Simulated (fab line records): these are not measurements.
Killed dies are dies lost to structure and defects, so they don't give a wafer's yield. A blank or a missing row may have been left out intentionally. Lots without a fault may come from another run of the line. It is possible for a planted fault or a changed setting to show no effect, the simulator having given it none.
fab line records	flow sky130
record: lots: 9	wafers: 27	lastDay: 49
route steps=708 shown VIA1@472 METAL2@500 VIA2@522 METAL5@663 PAD_OPEN@708
lots that met no fault: taken from a fault-free run of the same line
startH: hours from the record's first day to the start of the lot's first wafer shown	waitH: time in hours since the lot's previous step	" unchanged from the row above	L1.1+2: a row that stands for several wafers	- no value present, or no start provided	* or withheld: withheld	< > ~ a bound
route shown NAME@n: NAME is a module with steps in the file, n the number in the route of the first one	usual: mean/standard deviation of fault-free wafers	same: alike in all rows	chamber/n: place in a boat	sites: the reading at each site	_std_site: the values' standard deviation	_edge_site: the outer-site mean with the inner-site mean subtracted	radiusMm: how far each site lies from the wafer's centre	mask NAME#n: copy n	behind: the last tool/chamber to shape the wafer	hold: what put the lot on hold/how long, in hours/how the hold closed	device: the n, p or np transistor that did not switch	end of line: the tests these same wafers got at the end of their route	where a step has no rows: the recipe by itself	killed: dies that structure and defects cost at the first sort, which is not the same as the wafer's yield	map: a wafer's dies, marking killed ones x, the rest . and places with no die _
set.NAME: the setting as run; set.NAME@STEP: as run at that earlier step	model.NAME: the simulator's own value behind a step, which no gauge read
route steps across a sampled set of lots; one table per step, one row per wafer
services: the hour from which a tool's chamber was out of use, counted from the record's first day as startH (under 0 if before that day), plus the number of hours and why
== steps ==
step: SKY_VIA1_ETCH_14
recipe: chemistry: N2/H2	target: BARC	ionEnergyEv: 200	sourceW: 500	biasW: 100	pressureMtorr: 30	n2FlowSccm: 100	h2FlowSccm: 200	stopOn: SiO2	timeS: 45.9	targetDepthA: 600
usual: biasW: 100.00/0.3	drypumpMotorCurrentA: 5.9/0.47	oesProductAu: 0.855/0.005	throttleValvePct: 13.225/0.009
same: timeS: 45.9
lot.wafer	tool	chamber	startH	waitH	biasW	drypumpMotorCurrentA	oesProductAu	rfHoursCounterH	throttleValvePct
L836.2	rieDiel-04	0	830.07	0.0	99.71	5.5	0.858	34	13.226
L836.4	"	2	"	"	100.35	6.2	0.852	-	13.222
L836.5	"	0	"	"	100.42	5.5	0.851	-	13.225
L837.1	rieDiel-01	0	833.02	0.0	100.04	5.8	0.854	13	13.213
L837.2	"	1	"	"	100.44	6.6	0.852	8	13.221
L837.5	"	2	"	"	99.44	5.3	0.853	-	13.222
L838.2	rieDiel-02	0	841.91	0.0	100.16	6.2	0.858	19	13.230
L838.5	"	1	"	"	100.32	6.0	0.860	-	13.213
L838.6	"	0	"	"	100.16	6.2	0.850	-	13.224
L839.1	rieDiel-04	3	844.88	0.0	99.61	5.9	0.854	14	13.226
L839.3	"	1	"	"	99.97	6.4	0.850	5	13.228
L839.4	"	2	"	"	99.84	6.2	0.851	-	13.216
L844.3	rieDiel-01	2	874.17	0.0	99.75	5.3	0.853	20	13.227
L844.4	"	1	"	"	99.84	6.6	0.851	9	13.237
L844.6	"	3	"	"	100.48	5.4	0.849	-	13.207
L845.2	rieDiel-04	3	889.36	0.0	100.42	5.9	0.857	15	13.204
L845.4	"	0	"	"	100.14	5.5	0.852	1	13.238
L845.6	"	3	"	"	99.95	5.9	0.857	-	13.231
L848.2	rieDiel-04	1	901.77	0.0	100.02	6.4	0.851	6	13.221
L848.4	"	3	"	"	100.46	5.9	0.855	-	13.219
L848.5	"	0	"	"	100.21	5.5	0.859	-	13.223
L847.2	rieDiel-04	2	904.63	0.0	100.28	6.2	0.861	5	13.224
L847.5	"	1	"	"	100.05	6.4	0.856	-	13.220
L847.6	"	0	"	"	99.49	5.5	0.855	-	13.222
L849.3	rieDiel-02	0	930.12	0.0	99.80	6.2	0.854	22	13.201
L849.4	"	3	"	"	100.21	6.0	0.856	26	13.220
L849.6	"	1	"	"	99.50	6.0	0.853	-	13.232
step: SKY_METAL2_DESCUM_17
recipe: chemistry: O2	sourcePowerW: 150	biasPowerW: 0	pressureMtorr: 10	tempC: 40	timeS: 8
usual: drypumpMotorCurrentA: 5.70/0.2	oesProductAu: 0.995/0.0085	tempC: 39.99/0.11
same: timeS: 8
lot.wafer	tool	chamber	startH	waitH	drypumpMotorCurrentA	oesProductAu	rfHoursCounterH	tempC
L836.2	rieMetal-02	0	857.47	0.0	5.69	0.994	0	40.03
L836.4	"	1	"	"	5.68	1.024	-	39.77
L836.5	"	0	"	"	5.69	0.981	-	40.08
L837.1	rieMetal-04	0	861.47	0.0	5.42	0.987	11	39.91
L837.2	"	0	"	"	5.42	0.995	-	39.89
L837.5	"	0	"	"	5.42	0.995	-	39.97
L838.2	rieMetal-02	0	869.57	0.0	5.72	0.996	-	39.79
L838.5	"	0	"	"	5.72	0.990	-	39.92
L838.6	"	0	"	"	5.72	0.992	-	39.91
L839.1	rieMetal-04	0	871.92	0.0	5.39	0.985	12	40.03
L839.3	"	0	"	"	5.43	0.996	-	39.78
L839.4	"	0	"	"	5.40	0.994	-	39.83
L844.3	rieMetal-04	0	900.64	0.0	5.44	0.979	-	39.87
L844.4	"	1	"	"	5.81	0.998	-	40.15
L844.6	"	1	"	"	5.86	0.977	-	40.21
L845.2	rieMetal-02	1	915.26	0.0	5.65	1.010	1	39.78
L845.4	"	0	"	"	5.71	0.993	-	39.97
L845.6	"	1	"	"	5.67	0.995	-	39.78
L848.2	rieMetal-04	0	928.26	0.0	5.38	0.989	15	40.00
L848.4	"	1	"	"	5.82	1.002	-	40.06
L848.5	"	1	"	"	5.84	0.993	-	39.97
L847.2	rieMetal-03	1	930.31	0.0	5.85	1.008	6	40.14
L847.5	"	1	"	"	5.86	0.997	-	40.18
L847.6	"	0	"	"	6.00	0.993	-	40.01
L849.3	rieMetal-04	1	956.28	0.0	5.79	0.991	-	39.87
L849.4	"	0	"	"	5.36	0.983	-	39.95
L849.6	"	0	"	"	5.39	0.990	-	39.86
step: SKY_VIA2_ETCH_15
recipe: target: SiO2	chemistry: C4F8/O2/Ar	targetDepthNm: 546	stopOn: TiN	maskMaterial: KrF-thick	sourceW: 1500	biasW: 1200	pressureMtorr: 40	c4f8FlowSccm: withheld	O2_flow_sccm: 6	Ar_flow_sccm: 300	timeS: 84
usual: biasW: 1200/3.7	oesProductAu: 0.940/0.0048
same: timeS: 84
lot.wafer	tool	chamber	startH	waitH	biasW	oesProductAu	rfHoursCounterH
L836.2	rieDiel-02	3	885.22	0.0	1198	0.942	24
L836.4	"	2	"	"	1192	0.935	4
L836.5	"	0	"	"	1197	0.943	-
L837.1	rieDiel-02	3	888.15	0.0	1193	0.940	25
L837.2	"	0	"	"	1199	0.940	21
L837.5	"	0	"	"	1197	0.937	-
L838.2	rieDiel-04	1	896.61	0.0	1205	0.943	6
L838.5	"	2	"	"	1203	0.943	-
L838.6	"	1	"	"	1202	0.938	-
L839.1	rieDiel-04	1	898.52	0.0	1199	0.941	6
L839.3	"	0	"	"	1205	0.941	1
L839.4	"	2	"	"	1195	0.939	5
L844.3	rieDiel-02	3	926.00	0.1	1192	0.938	-
L844.4	"	1	"	"	1198	0.941	-
L844.6	"	1	"	"	1205	0.948	-
L845.2	rieDiel-04	1	941.27	0.0	1204	0.948	8
L845.4	"	0	"	"	1199	0.943	3
L845.6	"	1	"	"	1201	0.948	-
L848.2	rieDiel-02	1	953.87	0.0	1201	0.941	14
L848.4	"	0	"	"	1203	0.939	22
L848.5	"	1	"	"	1205	0.933	-
L847.2	rieDiel-03	2	956.20	0.0	1202	0.943	4
L847.5	"	1	"	"	1201	0.928	-
L847.6	"	2	"	"	1202	0.942	-
L849.3	rieDiel-04	0	982.80	0.0	1208	0.934	4
L849.4	"	1	"	"	1205	0.939	9
L849.6	"	1	"	"	1202	0.938	-
step: SKY_METAL5_SPUTTER_02
recipe: material: AlCu	targetThkNm: 1150	powerW: 10600	timeS: 61.2	chamberPressurePa: 0.4
usual: throttleValvePct: 30.5/0.72
lot.wafer	tool	chamber	startH	waitH	throttleValvePct
L836.2	pvdSputter-04	-	1037.97	0.0	30.5
L836.4	"	-	"	"	29.6
L836.5	"	-	"	"	30.3
L837.1	pvdSputter-04	-	1040.75	0.0	31.2
L837.2	"	-	"	"	30.3
L837.5	"	-	"	"	31.6
L838.2	pvdSputter-04	-	1048.19	0.0	29.3
L838.5	"	-	"	"	29.5
L838.6	"	-	"	"	30.0
L839.1	pvdSputter-04	-	1051.02	0.0	31.5
L839.3	"	-	"	"	30.9
L839.4	"	-	"	"	29.6
L844.3	pvdSputter-01	-	1075.80	0.0	30.8
L844.4	"	-	"	"	30.3
L844.6	"	-	"	"	31.5
L845.2	pvdSputter-01	-	1088.26	0.0	29.5
L845.4	"	-	"	"	31.6
L845.6	"	-	"	"	29.8
L848.2	pvdSputter-04	-	1099.54	0.0	29.5
L848.4	"	-	"	"	29.9
L848.5	"	-	"	"	29.6
L847.2	pvdSputter-01	-	1101.27	0.0	31.5
L847.5	"	-	"	"	29.6
L847.6	"	-	"	"	30.3
L849.3	pvdSputter-04	-	1124.07	0.0	30.4
L849.4	"	-	"	"	30.3
L849.6	"	-	"	"	29.4
step: SKY_METAL5_RS_MEAS_05
recipe: thkMeasGauge: four-point-probe	reads: TiN_of_METAL5_SPUTTER_04+Ti_of_METAL5_SPUTTER_03+AlCu_of_METAL5_SPUTTER_02+TiN_of_METAL5_SPUTTER_01+Ti_of_METAL5_SPUTTER_00
usual: METAL5_ALCU_RS: 0.0271/0.00026
lot.wafer	tool	chamber	startH	waitH	METAL5_ALCU_RS[ohm/sq]
L836.2	filmMetro-04	-	1038.11	0.0	0.02706
L836.4	"	-	"	"	0.02689
L836.5	"	-	"	"	0.02706
L837.1	filmMetro-04	-	1040.87	0.0	0.02721
L837.2	"	-	"	"	0.02737
L837.5	"	-	"	"	0.02727
L838.2	filmMetro-02	-	1048.33	0.0	0.02739
L838.5	"	-	"	"	0.02724
L838.6	"	-	"	"	0.02743
L839.1	filmMetro-04	-	1051.14	0.0	0.02675
L839.3	"	-	"	"	0.02666
L839.4	"	-	"	"	0.027
L844.3	filmMetro-03	-	1075.96	0.1	0.02735
L844.4	"	-	"	"	0.02758
L844.6	"	-	"	"	0.02737
L845.2	filmMetro-02	-	1088.40	0.0	0.02711
L845.4	"	-	"	"	0.02714
L845.6	"	-	"	"	0.02711
L848.2	filmMetro-02	-	1099.68	0.0	0.02736
L848.4	"	-	"	"	0.02735
L848.5	"	-	"	"	0.02717
L847.2	filmMetro-04	-	1101.40	0.0	0.03167
L847.5	"	-	"	"	0.02676
L847.6	"	-	"	"	0.02716
L849.3	filmMetro-04	-	1124.23	0.1	0.02723
L849.4	"	-	"	"	0.02726
L849.6	"	-	"	"	0.02721
step: SKY_METAL5_THK_MEAS_06
recipe: thkMeasGauge: xrf	reads: AlCu_of_METAL5_SPUTTER_02
usual: METAL5_ALCU_THK: 1153/13
lot.wafer	tool	chamber	startH	waitH	METAL5_ALCU_THK[nm]
L836.2	filmMetro-04	-	1038.22	0.1	1168
L836.4	"	-	"	"	1170
L836.5	"	-	"	"	1164
L837.1	filmMetro-04	-	1040.99	0.1	1159
L837.2	"	-	"	"	1146
L837.5	"	-	"	"	1156
L838.2	filmMetro-02	-	1048.44	0.1	1135
L838.5	"	-	"	"	1135
L838.6	"	-	"	"	1133
L839.1	filmMetro-04	-	1051.26	0.1	1182
L839.3	"	-	"	"	1176
L839.4	"	-	"	"	1162
L844.3	filmMetro-03	-	1076.06	0.1	1142
L844.4	"	-	"	"	1136
L844.6	"	-	"	"	1144
L845.2	filmMetro-02	-	1088.51	0.1	1141
L845.4	"	-	"	"	1148
L845.6	"	-	"	"	1150
L848.2	filmMetro-02	-	1099.79	0.1	1137
L848.4	"	-	"	"	1133
L848.5	"	-	"	"	1149
L847.2	filmMetro-04	-	1101.51	0.1	993
L847.5	"	-	"	"	1171
L847.6	"	-	"	"	1157
L849.3	filmMetro-04	-	1124.33	0.1	1146
L849.4	"	-	"	"	1148
L849.6	"	-	"	"	1142
step: SKY_METAL5_METAL_ETCH_15
recipe: targetDepthA: 12600	stopOn: SiO2	overEtchFrac: 0.2	timeS: 252	chemistry: Cl2/BCl3	resistSidewallDeg: 86	pressureMtorr: 10	icpW: 900	biasW: 48.5	Cl2_flow_sccm: 60	bcl3FlowSccm: 30
usual: biasW: 48.49/0.14	drypumpMotorCurrentA: 5.70/0.2	oesProductAu: 0.894/0.0052	throttleValvePct: 22.264/0.0083
same: timeS: 252
lot.wafer	tool	chamber	startH	waitH	biasW	drypumpMotorCurrentA	oesProductAu	rfHoursCounterH	throttleValvePct
L836.2	rieMetal-01	1	1060.10	0.0	48.44	5.49	0.893	6	22.264
L836.4	"	0	"	"	48.48	6.10	0.895	-	22.261
L836.5	"	0	"	"	48.38	6.10	0.887	-	22.285
L837.1	rieMetal-01	1	1063.11	0.0	48.59	5.48	0.892	7	22.273
L837.2	"	0	"	"	48.45	6.12	0.896	10	22.262
L837.5	"	0	"	"	48.48	6.08	0.900	-	22.268
L838.2	rieMetal-04	0	1069.40	0.0	48.72	5.42	0.897	23	22.257
L838.5	"	0	"	"	48.53	5.43	0.898	-	22.249
L838.6	"	1	"	"	48.67	5.80	0.887	-	22.272
L839.1	rieMetal-02	0	1073.06	0.0	48.60	5.69	0.889	12	22.245
L839.3	"	0	"	"	48.78	5.67	0.892	-	22.256
L839.4	"	1	"	"	48.54	5.68	0.893	-	22.272
L844.3	rieMetal-04	1	1097.18	0.1	48.46	5.79	0.897	-	22.262
L844.4	"	0	"	"	48.33	5.40	0.901	-	22.257
L844.6	"	1	"	"	48.46	5.82	0.896	-	22.274
L845.2	rieMetal-02	0	1109.06	0.0	48.55	5.70	0.890	15	22.267
L845.4	"	0	"	"	48.52	5.70	0.897	-	22.257
L845.6	"	0	"	"	48.39	5.70	0.890	-	22.267
L848.2	rieMetal-04	0	1120.18	0.0	48.51	5.43	0.896	27	22.253
L848.4	"	1	"	"	48.42	5.80	0.894	-	22.262
L848.5	"	1	"	"	48.39	5.82	0.880	-	22.270
L847.2	rieMetal-02	0	1121.98	0.0	48.61	5.70	0.836	16	22.271
L847.5	"	0	"	"	48.38	5.70	0.900	-	22.271
L847.6	"	1	"	"	48.62	5.67	0.893	-	22.271
L849.3	rieMetal-04	1	1143.04	0.2	48.34	5.80	0.885	-	22.265
L849.4	"	1	"	"	48.48	5.80	0.889	-	22.264
L849.6	"	1	"	"	48.37	5.84	0.898	-	22.270
step: SKY_PAD_OPEN_PROBE_99
usual: defectLimitedYield: 82.6/1.9	killed_at_M0_to_M3: 43/7.1	killed_at_M4_up: 3.0/1.6	killedAtContacts: 24/5.3	killedAtFrontEnd: 16/4.1	killedAtOther: 0.5/0.82	killedDies: 86/9.4	killedOpen: 46/6.9	killedShort: 39/6.5	sort_bin_3_pad_short: 0.9/0.45	sort_bin_5_function: 10.3/1.5	sort_bin_6_memory: 6.2/1.1	sortNPass: 406/9.4	sortYieldPct: 82.6/1.9
same: grossDies: 492	killedAtBackSide: 0	sort_bin_4_leakage[%]: 0	sort_bin_8_speed[%]: 0
lot.wafer	tool	chamber	startH	waitH	defectLimitedYield[%]	killed_at_M0_to_M3	killed_at_M4_up	killedAtContacts	killedAtFrontEnd	killedAtOther	killedDies	killedOpen	killedShort	sort_bin_3_pad_short[%]	sort_bin_5_function[%]	sort_bin_6_memory[%]	sortNPass	sortYieldPct[%]
L839.1	prober-02	-	1118.23	0.1	83.1	42	7	19	14	1	83	43	38	1.0	10.4	5.5	409	83.1
L839.3	prober-02	-	1118.33	0.2	84.8	37	3	15	20	0	75	40	35	0.8	10.4	4.1	417	84.8
L839.4	prober-02	-	1118.38	0.2	81.1	45	2	27	19	0	93	52	41	0.8	12.0	6.1	399	81.1
L844.3	prober-01	-	1139.28	0.2	82.3	44	2	25	16	0	87	47	40	1.2	10.6	5.9	405	82.3
L844.4	prober-01	-	1139.33	0.2	80.7	49	3	28	15	0	95	54	37	1.2	11.8	6.3	397	80.7
L844.6	prober-01	-	1139.43	0.2	85.6	39	2	20	10	0	71	36	35	1.4	7.7	5.3	421	85.6
L847.2	prober-01	-	1162.34	0.1	80.1	51	2	32	13	0	98	50	48	0.2	11.4	8.3	394	80.1
L847.5	prober-01	-	1162.49	0.2	81.3	47	6	18	20	1	92	50	42	0.6	11.4	6.7	400	81.3
L847.6	prober-01	-	1162.54	0.2	77.4	60	0	23	28	0	111	57	54	1.6	13.0	7.9	381	77.4
killed by level:class
L839.1 VIA1:geometricParticle:open=16 CONTACT:geometricParticle:open=7 METAL4:geometricParticle:short=6 VIA3:geometricParticle:open=6 FIELD_ISO:geometricParticle:short=5 VIA1:geometricParticle:short=5 VIA2:geometricParticle:open=5 LI_CONTACT:geometricParticle:open=4
L839.3 CONTACT:geometricParticle:open=9 METAL1:geometricParticle:short=8 VIA1:geometricParticle:open=7 FIELD_ISO:geometricParticle:short=6 VIA3:geometricParticle:open=6 POLY_GATE:geometricParticle:open=5 FIELD_ISO:geometricParticle:open=4 VIA1:geometricParticle:short=4
L839.4 CONTACT:geometricParticle:open=12 VIA1:geometricParticle:open=11 LOCAL_INTERCONNECT:geometricParticle:short=7 VIA3:geometricParticle:open=7 METAL1:geometricParticle:short=6 VIA1:geometricParticle:short=6 METAL2:geometricParticle:short=6 FIELD_ISO:geometricParticle:open=5
L844.3 LOCAL_INTERCONNECT:geometricParticle:short=9 VIA1:geometricParticle:open=9 VIA2:geometricParticle:open=8 FIELD_ISO:geometricParticle:short=7 LI_CONTACT:geometricParticle:open=7 VIA1:geometricParticle:short=6 VIA3:geometricParticle:open=5 CONTACT:geometricParticle:short=4
L844.4 CONTACT:geometricParticle:open=11 VIA2:geometricParticle:open=11 LI_CONTACT:geometricParticle:open=9 VIA1:geometricParticle:open=9 FIELD_ISO:geometricParticle:short=6 VIA1:geometricParticle:short=5 METAL2:geometricParticle:short=5 CONTACT:geometricParticle:short=4
L844.6 VIA1:geometricParticle:open=7 CONTACT:geometricParticle:open=7 VIA1:geometricParticle:short=6 LI_CONTACT:geometricParticle:open=5 VIA2:geometricParticle:open=5 FIELD_ISO:geometricParticle:short=4 CONTACT:geometricParticle:short=4 METAL1:geometricParticle:short=4
L847.2 CONTACT:geometricParticle:open=9 LI_CONTACT:geometricParticle:open=9 METAL1:geometricParticle:short=9 VIA3:geometricParticle:open=8 VIA1:geometricParticle:open=7 VIA2:geometricParticle:open=7 VIA1:geometricParticle:short=6 VIA3:geometricParticle:short=6
L847.5 VIA2:geometricParticle:open=10 CONTACT:geometricParticle:open=9 VIA1:geometricParticle:open=7 POLY_GATE:geometricParticle:short=6 METAL4:geometricParticle:short=6 VIA3:geometricParticle:open=6 VIA1:geometricParticle:short=5 FIELD_ISO:geometricParticle:short=4
L847.6 POLY_GATE:geometricParticle:open=9 VIA1:geometricParticle:open=9 VIA2:geometricParticle:open=9 METAL2:geometricParticle:short=8 VIA1:geometricParticle:short=7 CONTACT:geometricParticle:short=7 CONTACT:geometricParticle:open=7 POLY_GATE:geometricParticle:short=6
== services ==
tool	chamber	startH	hours	kind
rieDiel-02	2	814.31	4.6	repair
rieDiel-01	-	825.17	0.8	repair
rieDiel-01	2	840.85	27.7	repair
rieMetal-01	-	847.89	1.4	pm
rieDiel-04	1	869.82	3.1	repair
pvdSputter-04	-	880.49	1.2	repair
rieDiel-01	3	900.85	12.0	repair
rieDiel-04	2	900.98	2.7	repair
rieDiel-04	0	906.76	2.5	repair
rieDiel-02	0	914.39	2.4	repair
rieDiel-04	3	917.56	2.6	repair
rieDiel-02	0	923.29	4.3	repair
rieDiel-02	2	924.87	5.0	repair
rieMetal-04	-	942.68	8.9	repair
rieMetal-02	1	946.45	3.9	repair
rieMetal-02	-	948.80	4.3	pm
rieDiel-04	2	955.73	6.2	repair
rieMetal-02	0	962.05	2.9	repair
rieDiel-02	1	1000.94	13.5	repair
rieDiel-02	0	1006.09	4.9	repair
rieMetal-04	0	1063.94	3.7	repair
pvdSputter-04	-	1122.43	0.6	repair
pvdSputter-01	-	1133.79	1.3	repair
rieMetal-02	-	1137.21	0.5	repair
== key ==
firstSign: step: SKY_METAL5_RS_MEAS_05	reading: METAL5_ALCU_RS	direction: up	sigmas: 18	usual: 0.0271	struck: 0.03167
effect: step: SKY_METAL5_THK_MEAS_06	reading: METAL5_ALCU_THK	direction: down	sigmas: 12	usual: 1153	struck: 993
effect: step: SKY_METAL5_METAL_ETCH_15	reading: oesProductAu	direction: down	sigmas: 11	usual: 0.894	struck: 0.836
metAt SKY_METAL5_SPUTTER_02
struckLots L847
struckWafers L847.2
notActingAt SKY_VIA1_ETCH_14,SKY_METAL2_DESCUM_17,SKY_VIA2_ETCH_15
onsetBetween 1088.26 1101.27
fault: kind: processParameterDrift	tool: pvdSputter-01	chamber: -	onsetH: 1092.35	steps: SKY_METAL5_SPUTTER_02	channel: timeS	offset: *	shape: step	endH: 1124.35	actsIn: *	stated: *	scope: struckWafersOnly
